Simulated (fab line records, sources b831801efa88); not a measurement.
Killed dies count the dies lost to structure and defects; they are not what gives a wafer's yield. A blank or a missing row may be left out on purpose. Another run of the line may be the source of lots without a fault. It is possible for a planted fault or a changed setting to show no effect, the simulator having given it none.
fab line records    flow gf180mcu
[record] lots = 14  wafers = 42  last-day = 34
route steps=602 shown V3@444 M4@469 V4@490
lots with no fault: from the same line, run without faults
start-h: hours from the record's first day to the start of the lot's first wafer shown    wait-h: how many hours have passed since the lot's step before this one    " repeats the value in the row above    L1.1+2: a single row standing in for several wafers    - either no value or no given start    * or withheld: withheld    < > ~ a bound
route shown NAME@n: names a module that has steps shown in the file, with the first one's number in the route    usual: mean/standard deviation taken from wafers without a fault    same: alike in all rows    chamber/n: place in a boat    sites: the reading at each site    _std_site: the values' standard deviation    _edge_site: mean of outer sites minus mean of inner sites    radius-mm: for every site, how far away it sits from the centre of the wafer    mask NAME#n: copy n    behind: tool/chamber where the wafer was last shaped    hold: what put the lot on hold/how long, in hours/how the hold closed    device: the n, p or np transistor that did not switch    end of line: the tests these same wafers got at the end of their route    a step without rows: its recipe alone    killed: dies lost to structure and defects at the first sort, not the wafer's yield    map: a wafer's dies, marking killed ones x, the rest . and places with no die _
set.NAME: the setting that was run; set.NAME@STEP: the one run at that earlier step    model.NAME: the simulator's own value behind a step, which no gauge read
a sample of lots followed through the steps of the route, with each step as a table and each wafer as a row
[[steps]]
[step GF_V3_OVL_MEAS_15]
[usual] V3_OVL = -5/4.8
lot.wafer  tool        chamber  start-h  wait-h  V3_OVL[nm]
L948.4     overlay-02  -        510.94   0.1     -10
L948.5     "           -        "        "       -3
L948.6     "           -        "        "       -9
L949.2     overlay-01  -        523.87   0.1     -13
L949.3     "           -        "        "       -11
L949.4     "           -        "        "       -11
L950.1     overlay-02  -        534.82   0.1     -5
L950.2     "           -        "        "       1
L950.6     "           -        "        "       -2
L951.1     overlay-01  -        542.71   0.1     -9
L951.3     "           -        "        "       -9
L951.5     "           -        "        "       -8
L954.4     overlay-02  -        568.24   0.1     -9
L954.5     "           -        "        "       -1
L954.6     "           -        "        "       -4
L955.3     overlay-02  -        583.03   0.1     -5
L955.5     "           -        "        "       -6
L955.6     "           -        "        "       -2
L956.1     overlay-02  -        593.22   0.1     -7
L956.5     "           -        "        "       -6
L956.6     "           -        "        "       -15
L960.1     overlay-01  -        627.57   0.1     -7
L960.2     "           -        "        "       -7
L960.4     "           -        "        "       -7
L961.1     overlay-01  -        630.67   0.1     10
L961.5     "           -        "        "       3
L961.6     "           -        "        "       5
L962.1     overlay-01  -        642.27   0.1     -11
L962.4     "           -        "        "       -9
L962.5     "           -        "        "       -11
L965.2     overlay-01  -        661.37   0.1     1
L965.4     "           -        "        "       2
L965.5     "           -        "        "       -2
L966.1     overlay-02  -        672.41   0.1     -2
L966.2     "           -        "        "       -6
L966.4     "           -        "        "       0
L967.1     overlay-01  -        672.76   0.1     -2
L967.4     "           -        "        "       -4
L967.5     "           -        "        "       -5
L969.3     overlay-02  -        686.03   0.1     -10
L969.4     "           -        "        "       -5
L969.5     "           -        "        "       -3
[step GF_M4_DEVELOP_13]
[recipe] develop-time-s = 60  dev-temp-c = 21
[usual] chill-plate-temp-C = 23.00/0.096  develop-time-s = 60/0
lot.wafer  tool            chamber  start-h  wait-h  chill-plate-temp-C  develop-time-s
L948.4     litho-track-04  0        535.69   0.1     23.07               60
L948.5     "               0        "        "       23.06               60
L948.6     "               0        "        "       23.10               60
L949.2     litho-track-02  0        547.92   0.2     22.89               60
L949.3     "               0        "        "       23.03               60
L949.4     "               0        "        "       23.12               60
L950.1     litho-track-02  0        557.80   0.2     23.08               60
L950.2     "               0        "        "       22.91               60
L950.6     "               0        "        "       23.25               60
L951.1     litho-track-03  0        566.35   0.2     22.84               60
L951.3     "               0        "        "       23.07               60
L951.5     "               0        "        "       23.07               60
L954.4     litho-track-04  0        590.94   0.1     22.92               60
L954.5     "               0        "        "       22.92               60
L954.6     "               0        "        "       23.02               60
L955.3     litho-track-04  -        605.62   0.1     -                   -
L955.5     "               -        "        "       -                   -
L955.6     "               -        "        "       -                   -
L956.1     litho-track-03  -        616.35   0.2     -                   -
L956.5     "               -        "        "       -                   -
L956.6     "               -        "        "       -                   -
L960.1     litho-track-03  0        649.65   0.2     23.11               60
L960.2     "               0        "        "       22.92               60
L960.4     "               0        "        "       23.13               60
L961.1     litho-track-04  0        652.67   0.2     23.02               60
L961.5     "               0        "        "       22.95               60
L961.6     "               0        "        "       23.03               60
L962.1     litho-track-02  0        662.75   0.2     23.17               60
L962.4     "               0        "        "       23.06               60
L962.5     "               0        "        "       23.05               60
L965.2     litho-track-02  0        681.67   0.2     22.94               60
L965.4     "               0        "        "       23.12               60
L965.5     "               0        "        "       22.89               60
L966.1     litho-track-04  0        692.12   0.2     23.06               60
L966.2     "               0        "        "       23.14               60
L966.4     "               0        "        "       22.95               60
L967.1     litho-track-02  0        693.00   0.2     22.87               60
L967.4     "               0        "        "       22.91               60
L967.5     "               0        "        "       22.86               60
L969.3     litho-track-03  0        705.85   0.1     23.09               60
L969.4     "               0        "        "       22.97               60
L969.5     "               0        "        "       22.91               60
[step GF_V4_CD_MEAS_14]
[recipe] target-cd-nm = 260
[usual] cd-nm = 260.2/1.2
lot.wafer  tool       chamber  start-h  wait-h  cd-nm
L948.4     cd-sem-02  -        559.26   0.1     260.4
L948.5     "          -        "        "       261.1
L948.6     "          -        "        "       261.1
L949.2     cd-sem-01  -        571.09   0.1     259.6
L949.3     "          -        "        "       259.9
L949.4     "          -        "        "       259.6
L950.1     cd-sem-01  -        580.89   0.1     259.1
L950.2     "          -        "        "       258.9
L950.6     "          -        "        "       258.6
L951.1     cd-sem-01  -        588.89   0.1     259.6
L951.3     "          -        "        "       260.4
L951.5     "          -        "        "       260.0
L954.4     cd-sem-01  -        612.55   0.1     258.7
L954.5     "          -        "        "       259.4
L954.6     "          -        "        "       259.0
L960.1     cd-sem-02  -        670.00   0.1     260.7
L960.2     "          -        "        "       260.2
L960.4     "          -        "        "       260.2
L961.1     cd-sem-01  -        673.97   0.1     261.3
L961.5     "          -        "        "       262.5
L961.6     "          -        "        "       261.1
L962.1     cd-sem-01  -        683.04   0.1     260.8
L962.4     "          -        "        "       260.6
L962.5     "          -        "        "       261.2
L965.2     cd-sem-02  -        702.39   0.1     260.1
L965.4     "          -        "        "       259.6
L965.5     "          -        "        "       260.0
L966.1     cd-sem-02  -        711.90   0.1     259.9
L966.2     "          -        "        "       258.8
L966.4     "          -        "        "       261.1
L967.1     cd-sem-02  -        713.15   0.1     260.5
L967.4     "          -        "        "       260.3
L967.5     "          -        "        "       261.3
L969.3     cd-sem-02  -        726.56   0.1     260.9
L969.4     "          -        "        "       262.3
L969.5     "          -        "        "       261.4
[step GF_V4_OVL_MEAS_15]
[usual] V4_OVL = 2/5.6
lot.wafer  tool        chamber  start-h  wait-h  V4_OVL[nm]
L948.4     overlay-02  -        559.34   0.1     -1
L948.5     "           -        "        "       0
L948.6     "           -        "        "       -2
L949.2     overlay-01  -        571.19   0.1     9
L949.3     "           -        "        "       -4
L949.4     "           -        "        "       2
L950.1     overlay-01  -        581.01   0.1     -14
L950.2     "           -        "        "       -3
L950.6     "           -        "        "       -5
L951.1     overlay-01  -        589.01   0.1     1
L951.3     "           -        "        "       4
L951.5     "           -        "        "       6
L954.4     overlay-01  -        612.62   0.1     2
L954.5     "           -        "        "       7
L954.6     "           -        "        "       3
L960.1     overlay-02  -        670.12   0.1     3
L960.2     "           -        "        "       -6
L960.4     "           -        "        "       4
L961.1     overlay-01  -        674.09   0.1     -4
L961.5     "           -        "        "       -6
L961.6     "           -        "        "       -4
L962.1     overlay-02  -        683.16   0.1     12
L962.4     "           -        "        "       3
L962.5     "           -        "        "       7
L965.2     overlay-01  -        702.49   0.1     6
L965.4     "           -        "        "       4
L965.5     "           -        "        "       4
L966.1     overlay-01  -        712.02   0.1     4
L966.2     "           -        "        "       -8
L966.4     "           -        "        "       -1
L967.1     overlay-02  -        713.28   0.1     0
L967.4     "           -        "        "       5
L967.5     "           -        "        "       1
L969.3     overlay-01  -        726.65   0.1     7
L969.4     "           -        "        "       5
L969.5     "           -        "        "       10
[[key]]
[first-sign] step = GF_M4_DEVELOP_13  reading = tool-record  direction = missing
effect none on later readings
met-at GF_M4_DEVELOP_13
struck-lots L955,L956
later-rows-left-out L955.3,L955.5,L955.6,L956.1,L956.5,L956.6
sort-left-out L955.3,L955.5,L955.6,L956.1,L956.5,L956.6
not-acting-at GF_V3_OVL_MEAS_15,GF_V4_CD_MEAS_14,GF_V4_OVL_MEAS_15
onset-between 590.94 605.62
[fault] kind = skipped-step-whole  tool = litho-track-03,litho-track-04  chamber = -  onset-h = 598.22  steps = GF_M4_DEVELOP_13  scope = struck-lots-only
// sort-left-out: the simulated sort isn't trusted on such a fault, so these wafers' sort isn't shown, and their yield isn't known
// later-rows-left-out: the simulator's readings of these wafers behind a module that went badly wrong aren't trusted and aren't shown, but for the sort
